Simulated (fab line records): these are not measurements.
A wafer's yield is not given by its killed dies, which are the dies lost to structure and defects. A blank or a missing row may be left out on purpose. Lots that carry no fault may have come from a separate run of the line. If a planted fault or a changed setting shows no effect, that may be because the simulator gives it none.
Which tool did it? ; flow gf180mcu ; 45 wafers from 15 lots sampled at 2 of the route's 602 steps

WHAT THE GAUGES SHOWED, per wafer
GF_M4_CD_MEAS_14: the cd target is 280 nm.
lot;measured;on;cd_nm (nm)
L632;day 23 07:35;cd_sem-02;278.9 278.1 278.0
L633;day 23 16:33;cd_sem-02;280.1 281.0 279.6
L634;day 23 23:31;cd_sem-02;278.3 280.5 281.0
L636;day 24 18:55;cd_sem-02;280.0 279.0 279.7
L637;day 25 06:03;cd_sem-02;279.9 281.1 280.6
L638;day 25 12:19;cd_sem-01;280.5 280.0 280.5
L639;day 25 19:35;cd_sem-02;280.6 280.2 280.2
L640;day 26 01:30;cd_sem-02;279.4 278.3 279.0
L643;day 27 03:46;cd_sem-01;280.7 279.9 278.5
L644;day 27 10:10;cd_sem-02;280.9 281.2 280.4
L645;day 27 16:13;cd_sem-02;282.0 282.6 281.4
L646;day 28 00:24;cd_sem-02;280.5 280.3 279.7
L653;day 30 01:31;cd_sem-01;278.8 278.0 278.7
L654;day 30 06:55;cd_sem-02;278.4 279.5 277.8
L655;day 30 12:26;cd_sem-01;279.8 280.1 280.6

TOOL THAT RAN EACH LOT (tool first, then ch and the chambers of the sampled wafers, then the start)
lot;GF_M4_SPUTTER_01
L632;pvd_sputter-01, day 22 08:17
L633;pvd_sputter-04, day 22 18:18
L634;pvd_sputter-01, day 23 00:42
L636;pvd_sputter-04, day 23 20:48
L637;pvd_sputter-03, day 24 08:23
L638;pvd_sputter-04, day 24 14:57
L639;pvd_sputter-01, day 24 21:56
L640;pvd_sputter-04, day 25 04:07
L643;pvd_sputter-03, day 26 07:44
L644;pvd_sputter-01, day 26 13:08
L645;pvd_sputter-01, day 26 19:34
L646;pvd_sputter-01, day 27 04:05
L653;pvd_sputter-03, day 29 07:25
L654;pvd_sputter-04, day 29 11:49
L655;pvd_sputter-01, day 29 18:16
- GF_M4_SPUTTER_01: material TiN, target thk 30 nm, time 25 s.

AS READ BY THE TOOLS THEMSELVES (means over the sampled wafers that have a number; for cases with no such wafer, the mark the record gives instead)
GF_M4_SPUTTER_01.
lot;tool;cathode_dc_power_W (W);chamber_pressure_pa (Pa);throttle_valve_pct (%)
L632;pvd_sputter-01;6500.9;0.3997;29.0
L633;pvd_sputter-04;6499.2;0.4008;29.9
L634;pvd_sputter-01;6500.5;0.4002;29.2
L636;pvd_sputter-04;6500.8;0.4008;29.1
L637;pvd_sputter-03;6498.7;0.4007;28.7
L638;pvd_sputter-04;6499.9;0.4001;29.0
L639;pvd_sputter-01;6498.9;0.3997;29.6
L640;pvd_sputter-04;6499.5;0.4006;28.5
L643;pvd_sputter-03;6499.1;0.4000;30.0
L644;pvd_sputter-01;6499.8;0.4001;30.3
L645;pvd_sputter-01;6500.1;0.4012;29.6
L646;pvd_sputter-01;6500.0;0.3998;29.8
L653;pvd_sputter-03;6500.0;0.3996;29.5
L654;pvd_sputter-04;6499.4;0.4003;29.8
L655;pvd_sputter-01;6499.1;0.3999;29.2

THE ANSWER, worked out from the rows above alone
Rule: usual is defined by the lots themselves. The widest of any qualifying gaps counts: lots, ordered by their means at a reading, are off when they make up no more than a third of the lots, leave a main group of 4 or more, and stand apart from it by 3 or more times the standard deviation of that group's means. If all means in a main group match to the digits the tables above print for the reading, that group is not used. A lot without any number at a reading at which 4 lots or more have one is off too. All remaining lots with rows at the step are treated as sound. After the gauges, taken in route order, come the tools' own readings; for these a lot's mean is taken, as printed above. At the first step where some lot is off, the reading lying furthest off is the one used; lots without a number count as furthest.
None of the lots is off at any reading shown; this tells nothing.

WHAT THE SIMULATOR PUT IN
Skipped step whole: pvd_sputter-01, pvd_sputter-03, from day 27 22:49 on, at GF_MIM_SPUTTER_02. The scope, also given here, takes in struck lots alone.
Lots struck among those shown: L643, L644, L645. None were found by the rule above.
